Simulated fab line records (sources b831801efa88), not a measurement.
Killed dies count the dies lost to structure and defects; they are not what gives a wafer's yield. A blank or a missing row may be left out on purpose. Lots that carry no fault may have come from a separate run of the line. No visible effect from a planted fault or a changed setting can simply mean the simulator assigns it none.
The same fault as seen by 2 desks ; flow gf180mcu ; what lay behind the numbers comes last; until then each desk has only its own

## TOOL OWNER'S DESK, litho_track-01
At GF_MVPSD_DEHYDRATE_00 (time 60 s), the tool's own readings, given per lot that ran on this tool as the mean of the sampled wafers with a number. If a lot's mean is further than 4 standard deviations from the usual mean, the lot is out of limits and carries the mark OUT (the distance appears in the brackets).
Columns: A = heater_power_total_W at GF_MVPSD_DEHYDRATE_00, usual 160.36 W; B = plate_temp_C at GF_MVPSD_DEHYDRATE_00, usual 200.02 C
lot;first seen here;A;B
L180;day 5 17:50;160.35;200.26
L182;day 6 03:16;163.77 (+28) OUT;203.23 (+21) OUT
L183;day 6 09:20;163.73 (+28) OUT;203.23 (+21) OUT
L193;day 9 12:11;160.39;200.03
L195;day 10 00:52;160.37;200.20
L198;day 10 12:08;160.45;199.93
Finding of this desk: L182, L183 out of limits; the first was L182 at day 6 03:16, on heater_power_total_W at GF_MVPSD_DEHYDRATE_00. In limits: L180, L193, L195, L198.

## THE METROLOGY DESK
Lot by lot, what the gauges showed, no matter which tool ran the lot: averages of those sampled wafers that carry a number. If a lot's mean is further than 4 standard deviations from the usual mean, the lot is out of limits and carries the mark OUT (the distance appears in the brackets).
Columns: A = POLY_GATE_CVD_00_THK at GF_POLY_GATE_THK_MEAS_01, usual 200.2 nm
lot;first seen here;A
L178;day 9 02:00;199.6
L180;day 9 14:55;199.9
L182;day 9 22:55;202.4
L183;day 10 05:58;200.6
L184;day 10 11:31;199.3
L189;day 12 01:15;200.6
L191;day 13 04:23;200.2
L193;day 14 05:20;197.8
L194;day 14 06:54;202.1
L195;day 14 21:30;200.3
L196;day 15 04:53;201.0
L198;day 15 14:13;199.3
L199;day 15 14:13;201.2
This desk's finding: nothing out of limits on any of the 13 lots.

## TAKEN TOGETHER
The tool owner's desk could have raised an alarm at day 6 03:16, on L182, L183.
From the metrology desk's view, nothing was out of limits.
The metrology desk holds a record of L182, L183, inside its limits.
Every lot named ran GF_MVPSD_DEHYDRATE_00 on litho_track-01.

## WHAT THE SIMULATOR PUT IN
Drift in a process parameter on litho_track-01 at GF_MVPSD_DEHYDRATE_00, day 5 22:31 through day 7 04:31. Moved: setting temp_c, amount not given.
Struck lots among those shown: L182, L183.
How many hours passed from the start of the fault until each desk's first out-of-limits reading: the tool owner's desk, 5.
